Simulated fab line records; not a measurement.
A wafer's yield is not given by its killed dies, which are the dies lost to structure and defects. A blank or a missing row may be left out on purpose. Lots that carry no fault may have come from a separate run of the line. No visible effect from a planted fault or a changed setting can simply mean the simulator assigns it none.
Which tool is to blame? || flow gf180mcu || Sampling: 12 lots, 36 wafers, 5 of 602 route steps

WHAT THE GAUGES READ, wafer by wafer
GF_V2_CD_MEAS_14 targets a cd of 260 nm. Usual: cdNm reads 259.8 nm (standard deviation 1.3).
{"lot": "L564", "measured": "day 20 01:07", "on": "cdSem-02", "cdNm (nm)": "261.5 262.9 261.6", "flag": ""}
{"lot": "L565", "measured": "day 20 09:11", "on": "cdSem-02", "cdNm (nm)": "259.5 258.1 260.6", "flag": ""}
{"lot": "L566", "measured": "day 20 17:37", "on": "cdSem-01", "cdNm (nm)": "262.2 261.9 260.9", "flag": ""}
{"lot": "L567", "measured": "day 21 14:13", "on": "cdSem-01", "cdNm (nm)": "261.7 261.5 263.4", "flag": ""}
{"lot": "L569", "measured": "day 22 07:46", "on": "cdSem-02", "cdNm (nm)": "261.1 261.2 261.5", "flag": ""}
{"lot": "L571", "measured": "day 22 14:51", "on": "cdSem-02", "cdNm (nm)": "258.1 259.6 259.5", "flag": ""}
{"lot": "L572", "measured": "day 23 11:30", "on": "cdSem-02", "cdNm (nm)": "258.0 258.6 259.2", "flag": ""}
{"lot": "L573", "measured": "day 23 12:10", "on": "cdSem-02", "cdNm (nm)": "259.2 259.2 259.8", "flag": ""}
{"lot": "L577", "measured": "day 25 03:09", "on": "cdSem-02", "cdNm (nm)": "264.6 264.4 262.8", "flag": "OFF"}
{"lot": "L583", "measured": "day 26 23:14", "on": "cdSem-02", "cdNm (nm)": "259.4 258.2 259.3", "flag": ""}
{"lot": "L584", "measured": "day 27 06:07", "on": "cdSem-02", "cdNm (nm)": "258.1 258.6 258.2", "flag": ""}
{"lot": "L587", "measured": "day 28 00:38", "on": "cdSem-02", "cdNm (nm)": "258.3 258.8 258.0", "flag": ""}

WHAT TOOL EACH LOT RAN ON (gives the tool, then ch and the chambers of the sampled wafers, and finally the start)
{"lot": "L564", "GF_V1_ETCH_16": "rieDiel-01 ch 0,2,3, day 17 21:16", "GF_V1_STRIP_18": "plasmaAsher-03 ch 0,1, day 17 21:24", "GF_M2_SPUTTER_00": "pvdSputter-01, day 17 23:40", "GF_V2_PEB_12": "lithoTrack-03 ch 0, day 20 00:46"}
{"lot": "L565", "GF_V1_ETCH_16": "rieDiel-02 ch 1,2,3, day 18 06:04", "GF_V1_STRIP_18": "plasmaAsher-03 ch 0,1, day 18 06:12", "GF_M2_SPUTTER_00": "pvdSputter-03, day 18 07:25", "GF_V2_PEB_12": "lithoTrack-02 ch 0, day 20 08:50"}
{"lot": "L566", "GF_V1_ETCH_16": "rieDiel-02 ch 0,2,3, day 18 13:56", "GF_V1_STRIP_18": "plasmaAsher-04 ch 0,1, day 18 14:04", "GF_M2_SPUTTER_00": "pvdSputter-03, day 18 15:17", "GF_V2_PEB_12": "lithoTrack-04 ch 0, day 20 17:16"}
{"lot": "L567", "GF_V1_ETCH_16": "rieDiel-01 ch 1,2, day 19 11:02", "GF_V1_STRIP_18": "plasmaAsher-04 ch 0,1, day 19 11:10", "GF_M2_SPUTTER_00": "pvdSputter-03, day 19 12:25", "GF_V2_PEB_12": "lithoTrack-03 ch 0, day 21 13:52"}
{"lot": "L569", "GF_V1_ETCH_16": "rieDiel-03 ch 0,1,2, day 20 05:20", "GF_V1_STRIP_18": "plasmaAsher-03 ch 0,1, day 20 05:28", "GF_M2_SPUTTER_00": "pvdSputter-03, day 20 06:44", "GF_V2_PEB_12": "lithoTrack-04 ch 0, day 22 07:25"}
{"lot": "L571", "GF_V1_ETCH_16": "rieDiel-02 ch 0,1,3, day 20 13:35", "GF_V1_STRIP_18": "plasmaAsher-03 ch 0,1, day 20 13:43", "GF_M2_SPUTTER_00": "pvdSputter-01, day 20 14:59", "GF_V2_PEB_12": "lithoTrack-02 ch 0, day 22 14:31"}
{"lot": "L572", "GF_V1_ETCH_16": "rieDiel-03 ch 2,3, day 21 10:08", "GF_V1_STRIP_18": "plasmaAsher-02 ch 0,1, day 21 10:18", "GF_M2_SPUTTER_00": "pvdSputter-01, day 21 11:38", "GF_V2_PEB_12": "lithoTrack-03 ch 0, day 23 11:11"}
{"lot": "L573", "GF_V1_ETCH_16": "rieDiel-03 ch 1,2, day 21 12:20", "GF_V1_STRIP_18": "plasmaAsher-04 ch 0,1, day 21 12:28", "GF_M2_SPUTTER_00": "pvdSputter-02, day 21 13:42", "GF_V2_PEB_12": "lithoTrack-04 ch 0, day 23 11:49"}
{"lot": "L577", "GF_V1_ETCH_16": "rieDiel-01 ch 0,3, day 23 03:26", "GF_V1_STRIP_18": "plasmaAsher-03 ch 0,1, day 23 03:36", "GF_M2_SPUTTER_00": "pvdSputter-02, day 23 04:50", "GF_V2_PEB_12": "lithoTrack-03 ch 0, day 25 02:50"}
{"lot": "L583", "GF_V1_ETCH_16": "rieDiel-02 ch 1,3, day 25 01:22", "GF_V1_STRIP_18": "plasmaAsher-03 ch 0,1, day 25 01:30", "GF_M2_SPUTTER_00": "pvdSputter-02, day 25 03:05", "GF_V2_PEB_12": "lithoTrack-02 ch 0, day 26 22:53"}
{"lot": "L584", "GF_V1_ETCH_16": "rieDiel-03 ch 0,1,2, day 25 10:25", "GF_V1_STRIP_18": "plasmaAsher-04 ch 0,1, day 25 10:33", "GF_M2_SPUTTER_00": "pvdSputter-01, day 25 11:52", "GF_V2_PEB_12": "lithoTrack-04 ch 0, day 27 05:46"}
{"lot": "L587", "GF_V1_ETCH_16": "rieDiel-03 ch 2,3, day 26 05:14", "GF_V1_STRIP_18": "plasmaAsher-02 ch 0,1, day 26 05:22", "GF_M2_SPUTTER_00": "pvdSputter-02, day 26 06:37", "GF_V2_PEB_12": "lithoTrack-04 ch 0, day 28 00:16"}
- GF_V1_ETCH_16: etches BARC in N2/H2.
- GF_V1_STRIP_18: strips in O2/N2.
- GF_M2_SPUTTER_00: material Ti, target thk 37.5 nm, time 150 s.
- GF_V2_PEB_12: peb time 90 s.

AS READ BY THE TOOLS THEMSELVES (means over the sampled wafers that have a number; for cases with no such wafer, the mark the record gives instead)
GF_V1_ETCH_16. Usual: drypumpMotorCurrentA 5.6 A, standard deviation 0.35; oesProductAu 0.855 a.u., standard deviation 0.0051; throttleValvePct 13.225 %, standard deviation 0.0084.
{"lot": "L564", "tool": "rieDiel-01", "drypumpMotorCurrentA (A)": 5.6, "oesProductAu (a.u.)": 0.855, "throttleValvePct (%)": 13.232, "flag": ""}
{"lot": "L565", "tool": "rieDiel-02", "drypumpMotorCurrentA (A)": 5.4, "oesProductAu (a.u.)": 0.855, "throttleValvePct (%)": 13.223, "flag": ""}
{"lot": "L566", "tool": "rieDiel-02", "drypumpMotorCurrentA (A)": 5.3, "oesProductAu (a.u.)": 0.858, "throttleValvePct (%)": 13.229, "flag": ""}
{"lot": "L567", "tool": "rieDiel-01", "drypumpMotorCurrentA (A)": 5.7, "oesProductAu (a.u.)": 0.855, "throttleValvePct (%)": 13.224, "flag": ""}
{"lot": "L569", "tool": "rieDiel-03", "drypumpMotorCurrentA (A)": 5.8, "oesProductAu (a.u.)": 0.851, "throttleValvePct (%)": 13.232, "flag": ""}
{"lot": "L571", "tool": "rieDiel-02", "drypumpMotorCurrentA (A)": 5.5, "oesProductAu (a.u.)": 0.859, "throttleValvePct (%)": 13.221, "flag": ""}
{"lot": "L572", "tool": "rieDiel-03", "drypumpMotorCurrentA (A)": 6.0, "oesProductAu (a.u.)": 0.854, "throttleValvePct (%)": 13.217, "flag": ""}
{"lot": "L573", "tool": "rieDiel-03", "drypumpMotorCurrentA (A)": 6.1, "oesProductAu (a.u.)": 0.857, "throttleValvePct (%)": 13.229, "flag": ""}
{"lot": "L577", "tool": "rieDiel-01", "drypumpMotorCurrentA (A)": 5.7, "oesProductAu (a.u.)": 0.855, "throttleValvePct (%)": 13.225, "flag": ""}
{"lot": "L583", "tool": "rieDiel-02", "drypumpMotorCurrentA (A)": 5.7, "oesProductAu (a.u.)": 0.855, "throttleValvePct (%)": 13.219, "flag": ""}
{"lot": "L584", "tool": "rieDiel-03", "drypumpMotorCurrentA (A)": 5.7, "oesProductAu (a.u.)": 0.850, "throttleValvePct (%)": 13.227, "flag": ""}
{"lot": "L587", "tool": "rieDiel-03", "drypumpMotorCurrentA (A)": 6.1, "oesProductAu (a.u.)": 0.850, "throttleValvePct (%)": 13.232, "flag": ""}

GF_V1_STRIP_18. Usual: drypumpMotorCurrentA 5.71 A, standard deviation 0.29; heaterPowerW 311 W, standard deviation 39; oesProductAu 0.593 a.u., standard deviation 0.0051.
{"lot": "L564", "tool": "plasmaAsher-03", "drypumpMotorCurrentA (A)": 5.84, "heaterPowerW (W)": 307, "oesProductAu (a.u.)": 0.593, "flag": ""}
{"lot": "L565", "tool": "plasmaAsher-03", "drypumpMotorCurrentA (A)": 5.84, "heaterPowerW (W)": 304, "oesProductAu (a.u.)": 0.592, "flag": ""}
{"lot": "L566", "tool": "plasmaAsher-04", "drypumpMotorCurrentA (A)": 5.60, "heaterPowerW (W)": 334, "oesProductAu (a.u.)": 0.591, "flag": ""}
{"lot": "L567", "tool": "plasmaAsher-04", "drypumpMotorCurrentA (A)": 5.69, "heaterPowerW (W)": 326, "oesProductAu (a.u.)": 0.593, "flag": ""}
{"lot": "L569", "tool": "plasmaAsher-03", "drypumpMotorCurrentA (A)": 5.61, "heaterPowerW (W)": 274, "oesProductAu (a.u.)": 0.592, "flag": ""}
{"lot": "L571", "tool": "plasmaAsher-03", "drypumpMotorCurrentA (A)": 5.84, "heaterPowerW (W)": 303, "oesProductAu (a.u.)": 0.598, "flag": ""}
{"lot": "L572", "tool": "plasmaAsher-02", "drypumpMotorCurrentA (A)": 5.78, "heaterPowerW (W)": 333, "oesProductAu (a.u.)": 0.593, "flag": ""}
{"lot": "L573", "tool": "plasmaAsher-04", "drypumpMotorCurrentA (A)": 5.60, "heaterPowerW (W)": 331, "oesProductAu (a.u.)": 0.598, "flag": ""}
{"lot": "L577", "tool": "plasmaAsher-03", "drypumpMotorCurrentA (A)": 5.59, "heaterPowerW (W)": 275, "oesProductAu (a.u.)": 0.591, "flag": ""}
{"lot": "L583", "tool": "plasmaAsher-03", "drypumpMotorCurrentA (A)": 5.83, "heaterPowerW (W)": 305, "oesProductAu (a.u.)": 0.595, "flag": ""}
{"lot": "L584", "tool": "plasmaAsher-04", "drypumpMotorCurrentA (A)": 5.69, "heaterPowerW (W)": 332, "oesProductAu (a.u.)": 0.592, "flag": ""}
{"lot": "L587", "tool": "plasmaAsher-02", "drypumpMotorCurrentA (A)": 5.93, "heaterPowerW (W)": 323, "oesProductAu (a.u.)": 0.593, "flag": ""}

GF_M2_SPUTTER_00. Usual: throttleValvePct reads 30.4 % (standard deviation 0.64).
{"lot": "L564", "tool": "pvdSputter-01", "throttleValvePct (%)": 31.0, "flag": ""}
{"lot": "L565", "tool": "pvdSputter-03", "throttleValvePct (%)": 30.5, "flag": ""}
{"lot": "L566", "tool": "pvdSputter-03", "throttleValvePct (%)": 30.7, "flag": ""}
{"lot": "L567", "tool": "pvdSputter-03", "throttleValvePct (%)": 30.5, "flag": ""}
{"lot": "L569", "tool": "pvdSputter-03", "throttleValvePct (%)": 30.4, "flag": ""}
{"lot": "L571", "tool": "pvdSputter-01", "throttleValvePct (%)": 30.8, "flag": ""}
{"lot": "L572", "tool": "pvdSputter-01", "throttleValvePct (%)": 30.6, "flag": ""}
{"lot": "L573", "tool": "pvdSputter-02", "throttleValvePct (%)": 30.2, "flag": ""}
{"lot": "L577", "tool": "pvdSputter-02", "throttleValvePct (%)": 30.2, "flag": ""}
{"lot": "L583", "tool": "pvdSputter-02", "throttleValvePct (%)": 29.8, "flag": ""}
{"lot": "L584", "tool": "pvdSputter-01", "throttleValvePct (%)": 30.1, "flag": ""}
{"lot": "L587", "tool": "pvdSputter-02", "throttleValvePct (%)": 29.8, "flag": ""}

GF_V2_PEB_12. Usual: exhaustPa reads 45.2 Pa (standard deviation 0.81).
{"lot": "L564", "tool": "lithoTrack-03", "exhaustPa (Pa)": 45.2, "flag": ""}
{"lot": "L565", "tool": "lithoTrack-02", "exhaustPa (Pa)": 45.3, "flag": ""}
{"lot": "L566", "tool": "lithoTrack-04", "exhaustPa (Pa)": 44.7, "flag": ""}
{"lot": "L567", "tool": "lithoTrack-03", "exhaustPa (Pa)": 44.7, "flag": ""}
{"lot": "L569", "tool": "lithoTrack-04", "exhaustPa (Pa)": 44.2, "flag": ""}
{"lot": "L571", "tool": "lithoTrack-02", "exhaustPa (Pa)": 45.3, "flag": ""}
{"lot": "L572", "tool": "lithoTrack-03", "exhaustPa (Pa)": 45.1, "flag": ""}
{"lot": "L573", "tool": "lithoTrack-04", "exhaustPa (Pa)": 45.5, "flag": ""}
{"lot": "L577", "tool": "lithoTrack-03", "exhaustPa (Pa)": 44.2, "flag": ""}
{"lot": "L583", "tool": "lithoTrack-02", "exhaustPa (Pa)": 45.8, "flag": ""}
{"lot": "L584", "tool": "lithoTrack-04", "exhaustPa (Pa)": 45.6, "flag": ""}
{"lot": "L587", "tool": "lithoTrack-04", "exhaustPa (Pa)": 43.8, "flag": ""}

THE ANSWER, worked out from the rows above alone
Rule: a lot is off if the mean of its wafers that have a number lies more than 3 standard deviations from the usual mean. A lot without any number at a reading at which 4 lots or more have one is off too. All remaining lots with rows at the step are treated as sound. The gauges are gone through in route order, then the tools' own readings, and for those a lot's mean is taken as printed above. At the first step where some lot is off, the reading lying furthest off is the one used; lots without a number count as furthest.
Off: L577, at GF_V2_CD_MEAS_14 (cdNm).
If a tool, at a process step before that reading, ran all the lots that are off and no sound lot after the first of them, it fits. Those tools and the gauges at GF_V2_CD_MEAS_14 are tried in the same way. This does not decide it: 2 tools fit, namely rieDiel-01 at GF_V1_ETCH_16 and lithoTrack-03 at GF_V2_PEB_12.

WHAT THE SIMULATOR PUT IN
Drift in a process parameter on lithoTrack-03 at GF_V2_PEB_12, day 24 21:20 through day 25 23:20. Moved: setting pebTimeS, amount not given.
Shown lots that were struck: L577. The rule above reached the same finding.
